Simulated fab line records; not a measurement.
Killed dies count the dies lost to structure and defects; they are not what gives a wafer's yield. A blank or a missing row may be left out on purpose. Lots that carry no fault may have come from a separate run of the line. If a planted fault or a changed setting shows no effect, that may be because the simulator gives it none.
Problem report, 8D (eight disciplines) form, completed by code    flow sky130    the parts of the form that need people (team, actions taken, sign-off) are left out

== 1. PROBLEM STATEMENT ==
Wafers free of any fault read 1356 (standard deviation 11) for VT_ADJUST_HVTP_TW at SKY_VT_ADJUST_HVTP_TW_MEAS_11, against a mean of 30 on 6 wafers of 2 lots. So: -99 or more standard deviations from the usual mean.
Earliest sighting: wafer L536.1 on film-metro-03 at day 8 19:53. Wafers with a number at this step in the record: 36, from 12 lots. By rule, "out" or "out of limits" means more than 4 standard deviations away from the usual mean. Any other wafer with a number is counted as sound.

== 2. WHAT IT IS AND WHAT IT IS NOT ==
question                     is                      is not
which readings at this step  VT_ADJUST_HVTP_TW       -
which lots                   L536, L538              L528, L531, L532, L533, L534, L535, L546, L547, L548, L549
which wafers of those lots   all that have a number  -
read on which gauges         film-metro-03           film-metro-02, film-metro-04
when                         from day 8 19:53        up to then (18 sound wafers); but 12 sound wafers of L546, L547, L548, L549 came after

== 3. WHAT RULES OUT EACH SUSPECT ==
Counting: a tool stays on the suspect list if, at a process step up to the reading, it processed all lots that are out and no sound lot following the first of them.
- the gauge at SKY_VT_ADJUST_HVTP_TW_MEAS_11 is ruled out. All the wafers that are out were read on film-metro-03, but those of them that SKY_PAD_OPEN_PROBE_99 has rows for are out there too, on other tools.
- litho-track-02 at SKY_VT_ADJUST_HVTP_DEVELOP_06 (develop time 60 s): kept. It processed each lot that is out, first L536 at day 8 19:19, and no sound lot thereafter; up to then, the last sound lot it processed was L535 at day 8 09:52.
Left after counting: litho-track-02 at SKY_VT_ADJUST_HVTP_DEVELOP_06.

== 4. THE CAUSE (what the simulator had put in) ==
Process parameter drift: litho-track-02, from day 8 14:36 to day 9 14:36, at SKY_VT_ADJUST_HVTP_DEVELOP_06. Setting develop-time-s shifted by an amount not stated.
After counting, this tool was the only one left.

== 5. SEQUENCE OF EFFECTS, ordered by route ==
Each row: a reading whose mean over the struck wafers that have a number lies more than 3 standard deviations from the usual. Readings are gone through only where the record gives a usual standard deviation; hours: the median, over the lots, of the time from a lot's start at the first step in this table giving one to that lot's start at this step; sigmas: the change measured in usual standard deviations.
hours  step                           reading              usual  on struck wafers  change  sigmas
0      SKY_VT_ADJUST_HVTP_TW_MEAS_11  VT_ADJUST_HVTP_TW    1356   30                -1326   -99 or more
966    SKY_PAD_OPEN_PROBE_99          killed-at-front-end  15     416               +402    +89
966    SKY_PAD_OPEN_PROBE_99          killed-dies          87     492               +405    +47
966    SKY_PAD_OPEN_PROBE_99          killed-on-rim        17     96                +79     +23
Its process steps:
- SKY_PAD_OPEN_PROBE_99
Readings that are blank on the struck wafers while sound wafers have them: cd-nm at SKY_VT_ADJUST_HVTP_CD_MEAS_07; VT_ADJUST_HVTP_OVL at SKY_VT_ADJUST_HVTP_OVL_MEAS_08.
At these later measuring or inspecting steps, every struck wafer for which the step has a row has a number for every such reading, and none has moved that far: SKY_VT_ADJUST_NCORE_TW_MEAS_11.

== 6. HOW IT WOULD HAVE BEEN CAUGHT EARLIER ==
5 hours passed between the start of the fault at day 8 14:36 and the first reading out of limits at a measuring or inspecting step in this record, taken at day 8 19:53.
Between SKY_VT_ADJUST_HVTP_DEVELOP_06 and SKY_VT_ADJUST_HVTP_TW_MEAS_11, SKY_VT_ADJUST_HVTP_CD_MEAS_07 gave no cd-nm and SKY_VT_ADJUST_HVTP_OVL_MEAS_08 gave no VT_ADJUST_HVTP_OVL on the struck wafers, where sound wafers have one: a measuring or inspecting step that comes back empty is itself a sign.
L538, from the lots that are out (2), started SKY_VT_ADJUST_HVTP_DEVELOP_06 on litho-track-02 later than day 8 19:53. Holding the tool at that time would have saved it.
